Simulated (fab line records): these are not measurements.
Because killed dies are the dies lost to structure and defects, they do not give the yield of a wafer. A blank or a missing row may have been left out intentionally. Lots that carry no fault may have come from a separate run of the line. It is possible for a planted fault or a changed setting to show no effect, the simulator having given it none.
Comparing a struck lot with a sound one :: flow sky130 :: 15 out of 708 route steps
Sound: wafers L328.1, L328.5, L328.6. Struck: wafer L343.2 (left out: L343.3, L343.6 of the same lot, which were not struck); the cause appears at the end.
At each step with rows: each side's tool, then ch and its chambers, then its first start. Under that, the readings that differ: sound wafers :: struck wafers :: difference of the means :: sigmas: that difference in standard deviations of wafers without a fault.
alike: readings with means less than 2 such deviations apart, plus words and numbers identical on both sides. not compared: withheld readings, readings lacking a value on some wafer, bounds such as >300 that could conceal the same value, and numbers that have no deviation in the record and whose values overlap.
Wherever a step has rows on one side only, a row that says differs or no value, or a row with sigmas, the two part there. Numbers that have no deviation but don't overlap get no sigmas and don't part them. A reading that every wafer of one side lacks parts them only if that side has two wafers or more.

first, 3 steps without rows for these wafers: SKY_METAL1_EXPOSE_12 (exposes mask MM1, target cd 140 nm); SKY_METAL1_PEB_13; SKY_METAL1_DEVELOP_14 (develop time 60 s).
SKY_METAL1_CD_MEAS_15 targets a cd of 140 nm.
  sound on cd_sem-02 at day 33 12:48; struck on cd_sem-02 at day 38 11:42
  alike: cd_nm
SKY_METAL1_OVL_MEAS_16:
  sound on overlay-01 at day 33 12:55; struck on overlay-01 at day 38 11:49
  alike: METAL1_OVL
SKY_METAL1_DESCUM_17: chemistry O2, time 8 s.
  sound on rie_metal-02 ch 0,1, day 33 12:57; struck on rie_metal-03 ch 0, day 38 11:50
reading: drypump_motor_current_A (A)
sound: 6.59 5.79 6.60
struck: 5.56
difference: -0.77
sigmas: -3
  alike: oes_product_au
  not compared: rf_hours_counter_h
SKY_METAL1_ETCH_18: etches BARC in N2/H2, stops on SiO2, time 45.9 s, target depth 60 nm.
  sound on rie_metal-02 ch 0,1, day 33 12:59; struck on rie_metal-03 ch 0, day 38 11:52
reading: drypump_motor_current_A (A)
sound: 6.58 5.78 6.59
struck: 5.63
difference: -0.69
sigmas: -2
  alike: oes_product_au, throttle_valve_pct
  not compared: rf_hours_counter_h
SKY_METAL1_METAL_ETCH_19: etches the open film in Cl2/BCl3, stops on SiO2, target depth 360 nm, time 78 s.
  sound on rie_metal-02 ch 0,1, day 33 13:03; struck on rie_metal-03 ch 0, day 38 11:56
reading: drypump_motor_current_A (A)
sound: 6.60 5.79 6.61
struck: 5.66
difference: -0.67
sigmas: -2
  alike: bcl3_flow_sccm, oes_product_au, throttle_valve_pct
  not compared: rf_hours_counter_h
SKY_METAL1_STRIP_20: strips in O2/N2.
  sound on plasma_asher-03 ch 0,1, day 33 13:08; struck on plasma_asher-04 ch 0, day 38 12:01
  alike: drypump_motor_current_A, oes_product_au, strip_time_to_endpoint_s
  not compared: rf_hours_counter_h
then, 3 steps without rows for these wafers: SKY_METAL1_STRIP_21 (strips in post etch residue remover, time 1200 s); SKY_METAL1_CLEAN_22 (cleans in IPA, time 180 s); SKY_METAL1_CLEAN_23 (cleans in O3/DIW).
SKY_VIA1_HDPCVD_00: deposits SiO2, target thk 1030 nm, time 171.7 s.
  sound on hdpcvd-02 ch 0,1, day 33 13:46; struck on hdpcvd-01 ch 1, day 38 12:39
reading: sih4_flow_sccm (sccm)
sound: 59.74 60.11 59.98
struck: 51.20
difference: -8.74
sigmas: -51

reading: model.SiO2_of_VIA1_HDPCVD_00.thk_nm (nm)
sound: 1028 1027 1035
struck: 874.2
difference: -155.8
sigmas: 
SKY_VIA1_THK_MEAS_01:
  sound on film_metro-03 at day 33 13:52; struck on film_metro-04 at day 38 12:47
reading: VIA1_HDPCVD_THK (nm)
sound: 1028 1026 1034
struck: 875
difference: -154
sigmas: -17
SKY_VIA1_CMP_02: polishes SiO2.
  sound on cmp-01 ch 2,3, day 33 13:56; struck on cmp-01 ch 3, day 38 13:01
reading: retaining_ring_pressure_frac
sound: 1.000 0.997 1.001
struck: 1.012
difference: +0.013
sigmas: +3
  alike: motor_current_A

== WHERE THEY PART ==
Earliest at SKY_METAL1_DESCUM_17; latest, in this record, at SKY_VIA1_CMP_02.

WHY: what the simulator had put in
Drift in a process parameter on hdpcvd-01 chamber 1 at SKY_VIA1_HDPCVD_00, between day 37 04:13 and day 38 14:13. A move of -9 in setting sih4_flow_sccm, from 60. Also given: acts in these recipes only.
